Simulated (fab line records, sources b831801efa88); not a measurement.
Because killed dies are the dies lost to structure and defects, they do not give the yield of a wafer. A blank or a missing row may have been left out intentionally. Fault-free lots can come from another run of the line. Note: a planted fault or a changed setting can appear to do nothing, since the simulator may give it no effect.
fab line records    flow sfqLine
record lots=14  wafers=42  lastDay=87
route steps=325 shown M4@149
lots with no fault: from the same line, run without faults
startH: start of the lot's first displayed wafer, in hours after the record's first day    waitH: hours from the lot's prior step to this one    " repeats the value in the row above    L1.1+2: a single row standing in for several wafers    - no value, or no start was given    * or withheld: withheld    < > ~ a bound
route shown NAME@n: a module of which the file shows steps, and the number in the route of the first    usual: mean/standard deviation of fault-free wafers    same: alike in all rows    chamber/n: place in a boat    sites: the reading at each site    _std_site: their standard deviation    _edge_site: mean of outer sites minus mean of inner sites    radiusMm: for every site, how far away it sits from the centre of the wafer    mask NAME#n: copy n    behind: tool/chamber where the wafer was last shaped    hold: cause of the lot's hold/its duration in hours/its outcome    device: the n, p or np transistor that did not switch    end of line: the same wafers' tests at the end of the route    for a step that has no rows: nothing shown but its recipe    killed: the dies lost at the first sort to structure and to defects; this is not the yield of the wafer    map: dies across one wafer; x = killed, . = not, _ = none there
set.NAME: the setting the step ran with; set.NAME@STEP: the setting that earlier step ran with    model.NAME: the simulator's own value behind a step, which no gauge read
one table for each step of the route and one row for each wafer, over a sample of lots
services: the hour from which a tool's chamber was out of use, counted from the record's first day as startH (under 0 if before that day), plus the number of hours and why
## steps
# step SFQ_TRILAYER_M4_DEP_SPUTTER_091
# recipe material=Nb  basePressurePa=1.33e-06  chamberPressurePa=0.1333  substrateTempC=20  resputterCathodeVoltageV=400  targetThkNm=200  powerW=2000  timeS=133.3
# usual cathodeDcPowerW=2000.0/0.39  throttleValvePct=30.1/0.92
lot.wafer  tool           chamber  startH   waitH  cathodeDcPowerW  throttleValvePct
L144.4     pvdSputter-03  -        720.25   0.0    1999.7           30.4
L144.5     "              -        "        "      1999.9           30.1
L144.6     "              -        "        "      2000.5           31.0
L146.1     pvdSputter-03  -        927.27   0.0    1999.7           31.2
L146.2     "              -        "        "      1999.7           30.6
L146.6     "              -        "        "      2000.2           30.2
L147.1     pvdSputter-06  -        934.19   0.0    2000.6           28.0
L147.2     "              -        "        "      2000.1           31.2
L147.4     "              -        "        "      1999.5           29.8
L149.3     pvdSputter-03  -        942.63   0.0    1999.8           30.9
L149.4     "              -        "        "      1999.4           31.0
L149.5     "              -        "        "      1999.6           31.0
L150.1     pvdSputter-06  -        1070.21  0.0    2000.0           31.5
L150.4     "              -        "        "      2000.4           27.9
L150.6     "              -        "        "      2000.1           27.9
L152.2     pvdSputter-06  -        1096.09  0.0    2675.8           31.2
L152.3     "              -        "        "      2675.5           29.9
L152.5     "              -        "        "      2677.1           31.3
L154.1     pvdSputter-06  -        1121.31  0.0    2676.4           31.2
L154.3     "              -        "        "      2676.8           29.9
L154.4     "              -        "        "      2676.1           30.2
L157.1     pvdSputter-03  -        1148.64  0.0    2000.1           30.3
L157.5     "              -        "        "      2000.5           30.6
L157.6     "              -        "        "      2000.1           30.7
L160.2     pvdSputter-04  -        1178.04  0.0    2000.0           29.2
L160.3     "              -        "        "      1999.8           30.3
L160.6     "              -        "        "      1999.5           29.1
L161.1     pvdSputter-03  -        1183.60  0.0    2000.4           30.9
L161.3     "              -        "        "      2000.3           30.7
L161.6     "              -        "        "      2000.3           30.4
L163.3     pvdSputter-06  -        1209.80  0.0    2000.2           30.0
L163.4     "              -        "        "      2000.1           29.5
L163.6     "              -        "        "      2000.5           29.9
L165.2     pvdSputter-04  -        1216.15  0.0    2000.1           29.0
L165.3     "              -        "        "      2000.2           29.3
L165.5     "              -        "        "      2000.1           29.1
L166.2     pvdSputter-04  -        1222.91  0.0    2000.3           29.4
L166.4     "              -        "        "      2000.2           30.6
L166.6     "              -        "        "      2000.6           29.2
L167.1     pvdSputter-06  -        1226.47  0.0    1999.9           28.0
L167.3     "              -        "        "      1999.7           29.9
L167.5     "              -        "        "      2000.1           31.5
# step SFQ_M4_RS_MEAS_924
# recipe thkMeasGauge=four-point-probe  reads=Nb_of_TRILAYER_M4_DEP_SPUTTER_091
# usual M4_NB_RS=0.890/0.013
lot.wafer  tool          chamber  startH   waitH  M4_NB_RS[ohm/sq]
L144.4     filmMetro-01  -        720.40   0.1    0.891
L144.5     "             -        "        "      0.896
L144.6     "             -        "        "      0.886
L146.1     filmMetro-02  -        927.36   0.0    0.891
L146.2     "             -        "        "      0.890
L146.6     "             -        "        "      0.882
L147.1     filmMetro-01  -        934.28   0.0    0.882
L147.2     "             -        "        "      0.867
L147.4     "             -        "        "      0.880
L149.3     filmMetro-02  -        942.76   0.1    0.898
L149.4     "             -        "        "      0.895
L149.5     "             -        "        "      0.889
L150.1     filmMetro-03  -        1070.30  0.0    0.883
L150.4     "             -        "        "      0.888
L150.6     "             -        "        "      0.900
L152.2     filmMetro-03  -        1096.20  0.1    0.654
L152.3     "             -        "        "      0.651
L152.5     "             -        "        "      0.649
L154.1     filmMetro-03  -        1121.41  0.1    0.659
L154.3     "             -        "        "      0.662
L154.4     "             -        "        "      0.664
L157.1     filmMetro-02  -        1148.73  0.0    0.895
L157.5     "             -        "        "      0.899
L157.6     "             -        "        "      0.912
L160.2     filmMetro-02  -        1178.15  0.1    0.885
L160.3     "             -        "        "      0.885
L160.6     "             -        "        "      0.885
L161.1     filmMetro-03  -        1183.69  0.0    0.892
L161.3     "             -        "        "      0.889
L161.6     "             -        "        "      0.875
L163.3     filmMetro-02  -        1209.93  0.1    0.870
L163.4     "             -        "        "      0.861
L163.6     "             -        "        "      0.864
L165.2     filmMetro-01  -        1216.26  0.1    0.905
L165.3     "             -        "        "      0.907
L165.5     "             -        "        "      0.913
L166.2     filmMetro-02  -        1223.02  0.1    0.889
L166.4     "             -        "        "      0.892
L166.6     "             -        "        "      0.893
L167.1     filmMetro-02  -        1226.57  0.1    0.881
L167.3     "             -        "        "      0.879
L167.5     "             -        "        "      0.869
# step SFQ_TRILAYER_M4_ETCH_METAL_ETCH_096
# recipe target=Nb  stopOn=SiO2  maskMaterial=PR  chemistry=Cl2/Ar  targetDepthNm=240  icpW=600  biasW=80  pressureMtorr=10  timeS=120
# usual drypumpMotorCurrentA=5.6/0.51  oesProductAu=0.894/0.0081
lot.wafer  tool         chamber  startH   waitH  drypumpMotorCurrentA  oesProductAu  rfHoursCounterH
L144.4     rieMetal-03  1        858.45   0.1    4.8                   0.898         -
L144.5     "            0        "        "      6.1                   0.889         -
L144.6     "            1        "        "      4.8                   0.893         -
L146.1     rieMetal-01  1        932.08   0.0    6.0                   0.897         117
L146.2     "            0        "        "      5.2                   0.895         100
L146.6     "            1        "        "      6.0                   0.901         -
L147.1     rieMetal-02  0        948.10   0.0    5.6                   0.905         95
L147.2     "            1        "        "      5.8                   0.905         14
L147.4     "            0        "        "      5.6                   0.895         -
L149.3     rieMetal-03  0        950.54   0.1    6.2                   0.887         -
L149.4     "            1        "        "      4.8                   0.885         -
L149.5     "            0        "        "      6.2                   0.892         -
L150.1     rieMetal-03  0        1072.96  0.0    6.1                   0.895         88
L150.4     "            0        "        "      6.1                   0.892         -
L150.6     "            1        "        "      4.8                   0.895         -
L152.2     rieMetal-03  1        1098.71  0.0    4.8                   1.010         39
L152.3     "            1        "        "      4.8                   1.008         -
L152.5     "            0        "        "      6.1                   0.996         -
L154.1     rieMetal-02  0        1123.94  0.0    5.6                   1.009         118
L154.3     "            0        "        "      5.6                   0.997         -
L154.4     "            1        "        "      5.7                   1.017         -
L157.1     rieMetal-03  1        1151.26  0.0    4.8                   0.897         46
L157.5     "            1        "        "      4.8                   0.885         -
L157.6     "            0        "        "      6.2                   0.882         -
L160.2     rieMetal-02  1        1203.48  0.1    5.8                   0.902         -
L160.3     "            1        "        "      5.8                   0.903         -
L160.6     "            1        "        "      5.7                   0.898         -
L161.1     rieMetal-01  0        1204.58  0.0    5.2                   0.890         2
L161.3     "            1        "        "      6.0                   0.885         -
L161.6     "            0        "        "      5.2                   0.909         -
L163.3     rieMetal-03  0        1212.46  0.1    6.1                   0.904         -
L163.4     "            1        "        "      4.8                   0.908         -
L163.6     "            0        "        "      6.1                   0.904         -
L165.2     rieMetal-03  1        1218.77  0.0    4.8                   0.886         53
L165.3     "            0        "        "      6.1                   0.885         -
L165.5     "            1        "        "      4.8                   0.884         -
L166.2     rieMetal-03  0        1226.17  0.0    6.2                   0.892         116
L166.4     "            0        "        "      6.2                   0.897         -
L166.6     "            0        "        "      6.1                   0.899         -
L167.1     rieMetal-01  1        1229.10  0.0    6.0                   0.901         23
L167.3     "            1        "        "      6.0                   0.903         -
L167.5     "            1        "        "      6.0                   0.908         -
## services
tool           chamber  startH   hours  kind
rieMetal-02    -        698.30   4.0    repair
pvdSputter-06  -        700.05   2.7    repair
rieMetal-02    1        705.03   4.9    repair
pvdSputter-06  -        707.04   25.2   repair
rieMetal-01    -        725.69   1.1    repair
pvdSputter-04  -        769.11   2.2    repair
rieMetal-03    -        792.23   2.8    pm
pvdSputter-03  -        852.46   10.7   repair
pvdSputter-04  -        865.85   12.5   repair
rieMetal-03    -        895.33   0.3    repair
pvdSputter-03  -        905.30   5.7    repair
rieMetal-02    1        911.86   9.9    repair
rieMetal-01    -        912.48   0.6    repair
rieMetal-02    -        948.83   2.8    pm
pvdSputter-04  -        953.15   1.9    repair
pvdSputter-06  -        955.67   1.6    repair
rieMetal-01    0        964.48   3.1    repair
pvdSputter-04  -        972.37   4.1    repair
rieMetal-03    -        1008.53  0.7    repair
rieMetal-03    -        1049.87  1.4    pm
pvdSputter-03  -        1157.55  2.3    repair
pvdSputter-03  -        1158.26  3.1    repair
rieMetal-03    1        1162.63  31.6   repair
pvdSputter-06  -        1197.79  5.7    repair
## key
firstSign step=SFQ_TRILAYER_M4_DEP_SPUTTER_091  reading=cathodeDcPowerW  direction=up  sigmas=99+  usual=2000.0  struck=2676.3
effect step=SFQ_M4_RS_MEAS_924  reading=M4_NB_RS  direction=down  sigmas=18  usual=0.890  struck=0.657
effect step=SFQ_TRILAYER_M4_ETCH_METAL_ETCH_096  reading=oesProductAu  direction=up  sigmas=14  usual=0.894  struck=1.006
metAt SFQ_TRILAYER_M4_DEP_SPUTTER_091
struckLots L152,L154
onsetBetween 1070.21 1096.09
fault kind=processParameterDrift  tool=pvdSputter-06  chamber=-  onsetH=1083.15  steps=SFQ_TRILAYER_M4_DEP_SPUTTER_091  channel=powerW  offset=676.33  shape=step  endH=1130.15  actsIn=theseRecipesOnly  stated=2000
